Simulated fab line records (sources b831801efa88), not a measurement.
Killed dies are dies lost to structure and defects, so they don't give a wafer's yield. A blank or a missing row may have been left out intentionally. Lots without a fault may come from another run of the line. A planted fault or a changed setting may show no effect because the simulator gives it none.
Struck lot and sound lot, side by side | flow sky130 | 36 out of 708 route steps
Sound: the wafers L522.1, L522.5, L522.6. Struck: wafers L527.1, L527.4, L527.5. At the end, the cause is stated.
For every step that has rows: the tool of each side, followed by ch and its chambers, followed by its first start. Under that, the readings that differ: sound wafers | struck wafers | difference of the means | sigmas: that difference in standard deviations of wafers without a fault.
alike: same words and numbers on both sides, and readings whose means sit less than 2 such deviations apart. not compared: any withheld reading, any reading some wafer has no value for, any bound like >300 that may hide the same value, and any number with overlapping values for which the record gives no deviation.
Wherever a step has rows on one side only, a row that says differs or no value, or a row with sigmas, the two part there. When numbers do not overlap yet have no deviation, they are printed without sigmas and do not part them. Lack of a reading on every wafer of one side parts them only where that side has two or more wafers.

first, 10 steps without rows for these wafers: SKY_GATE_OXIDE_COAT_05 (resist thk 1140 nm); SKY_GATE_OXIDE_SOFTBAKE_06 (time 60 s); SKY_GATE_OXIDE_EXPOSE_07 (exposes mask LVOM, target cd 600 nm); SKY_GATE_OXIDE_PEB_08; SKY_GATE_OXIDE_DEVELOP_09 (develop time 60 s); SKY_GATE_OXIDE_IMPLANT_11; SKY_GATE_OXIDE_WET_ETCH_12 (etches SiO2 in dHF, target depth 16.8 nm, time 336 s); SKY_GATE_OXIDE_STRIP_13 (strips in O2/N2); SKY_GATE_OXIDE_CLEAN_15 (cleans in SC1/SC2, time 150 s); SKY_GATE_OXIDE_OXIDATION_16 (stabilise 600 s, purge 300 s, target thk 3.57 nm).
SKY_POLY_GATE_CVD_00: deposits poly-Si, target thk 180 nm, time 720 s.
  sound on lpcvd-01 ch 0, day 16 07:46; struck on lpcvd-01 ch 0, day 18 03:04
  reading                   | sound             | struck            | difference | sigmas
  spike tc centre C (C)     | 621.2 620.2 621.7 | 625.7 627.4 628.5 | +6.2       | +6
  spike tc upper C (C)      | 618.0 618.6 618.5 | 568.0 567.3 567.1 | -50.9      | -42
  zone power centre pct (%) | 9.9 9.8 9.7       | 14.3 13.8 14.0    | +4.2       | +10
  zone power lower pct (%)  | 9.20 9.34 9.19    | 8.56 8.70 8.62    | -0.62      | -3
  zone power top pct (%)    | 22.0 21.8 22.1    | 29.1 28.8 28.4    | +6.8       | +6
  zone power upper pct (%)  | 9.0 8.6 8.9       | 0.0 0.0 0.0       | -8.8       | -19
  alike: spike tc lower C, zone power bottom pct
  not compared: model.poly-Si_of_POLY_GATE_CVD_00.thk nm
SKY_POLY_GATE_THK_MEAS_01:
  sound on film metro-04 at day 16 08:58; struck on film metro-01 at day 18 04:52
  reading                   | sound             | struck            | difference | sigmas
  POLY_GATE_CVD_00_THK (nm) | 184.4 183.3 184.3 | 183.7 179.9 178.5 | -3.3       | -2
then, 9 steps without rows for these wafers: SKY_RES_PROTECT_DEHYDRATE_00 (time 60 s); SKY_RES_PROTECT_HMDS_01 (prime time 60 s); SKY_RES_PROTECT_COAT_02 (resist thk 1140 nm); SKY_RES_PROTECT_SOFTBAKE_03 (time 60 s); SKY_RES_PROTECT_EXPOSE_04 (exposes mask RPM, target cd 1270 nm); SKY_RES_PROTECT_PEB_05; SKY_RES_PROTECT_DEVELOP_06 (develop time 60 s); SKY_POLY_GATE_IMPLANT_02; SKY_RES_PROTECT_STRIP_07 (strips in O2/N2).
SKY_RES_PROTECT_CLEAN_09: cleans in SC1/SC2, time 150 s.
  sound on wet bench-04 ch 2, day 17 14:33; struck on wet bench-04 ch 0, day 19 11:57
  not compared: model.poly-Si_of_POLY_GATE_CVD_00.thk nm
then, 11 steps without rows for these wafers: SKY_POLY_GATE_CVD_03 (deposits Si3N4 from DCS/NH3, target thk 75 nm, time 1290 s); SKY_POLY_GATE_DEHYDRATE_05 (time 60 s); SKY_POLY_GATE_HMDS_06 (prime time 60 s); SKY_POLY_GATE_COAT_07 (resist thk 110 nm); SKY_POLY_GATE_COAT_08 (resist thk 450 nm); SKY_POLY_GATE_SOFTBAKE_09 (time 90 s); SKY_POLY_GATE_EXPOSE_10 (exposes mask P1M, target cd 150 nm); SKY_POLY_GATE_PEB_11; SKY_POLY_GATE_DEVELOP_12 (develop time 60 s); SKY_POLY_GATE_ETCH_15 (etches BARC in N2/H2, stops on SiO2, time 118.5 s, target depth 110 nm); SKY_POLY_GATE_ETCH_16 (etches Si3N4 in CH3F/O2, stops on poly-Si, time 147.5 s, target depth 75 nm).
SKY_POLY_GATE_ETCH_17: etches poly-Si in HBr/Cl2, stops on SiO2, target depth 180 nm, time 70.5 s.
  sound on rie si-02 ch 1,2, day 18 23:20; struck on rie si-02 ch 0,2, day 20 21:07
  reading                               | sound             | struck          | difference | sigmas
  model.etch.depth nm (nm)              | 176.8 177.6 177.5 | 180.3 177.9 178 | +1.4       |
  model.POLY_GATE.feature depth nm (nm) | 176.8 177.6 177.5 | 180.3 177.9 178 | +1.4       |
  alike: bias w, drypump motor current A, oes product au, throttle valve pct
  not compared: rf hours counter h
then, 1 step without rows for these wafers: SKY_POLY_GATE_STRIP_18 (strips in O2/N2).
-- the record jumps here: 28 days lie between the struck wafers' starts before and after (it left off in module POLY_GATE and takes up again in module PAD_OPEN, whose first step shown is number 708 of the route) --
SKY_PAD_OPEN_PROBE_99:
  sound on prober-01 at day 47 15:55; struck on prober-02 at day 48 18:42
  reading                               | sound             | struck            | difference | sigmas
  model.etest.tip p.rs ohm sq           | 6770 6759 6807    | 6828 6816 6815    | +41        |
  model.etest.res high po.rs ohm sq     | 257.2 257.2 261.9 | 250.2 250.6 254.7 | -6.9       |
  model.etest.nfet_01v8_lvt.drive ua um | 558.7 582.1 572.7 | 602.8 622.6 603.5 | +38.5      |
  model.etest.nfet_01v8.drive ua um     | 486.6 518.3 503   | 530.6 544.3 525   | +30.7      |
  alike: killed_at_M0_to_M3, killed_at_M4_up, killed at contacts, killed at front end, killed at other, killed dies, killed open, killed short
  not compared: model.etest.res high po.line ohm um, model.etest.pfet_01v8.r on ohm um, model.etest.res poly.line ohm um, model.etest.tip sonos.rs ohm sq

WHERE THEY PART
First at SKY_POLY_GATE_CVD_00; last, within this record, at SKY_POLY_GATE_THK_MEAS_01. Later steps at which nothing parts them and some readings are alike: SKY_POLY_GATE_ETCH_17, SKY_PAD_OPEN_PROBE_99.

WHY: the cause the simulator had injected
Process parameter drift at SKY_POLY_GATE_CVD_00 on lpcvd-01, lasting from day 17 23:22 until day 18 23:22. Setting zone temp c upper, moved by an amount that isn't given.
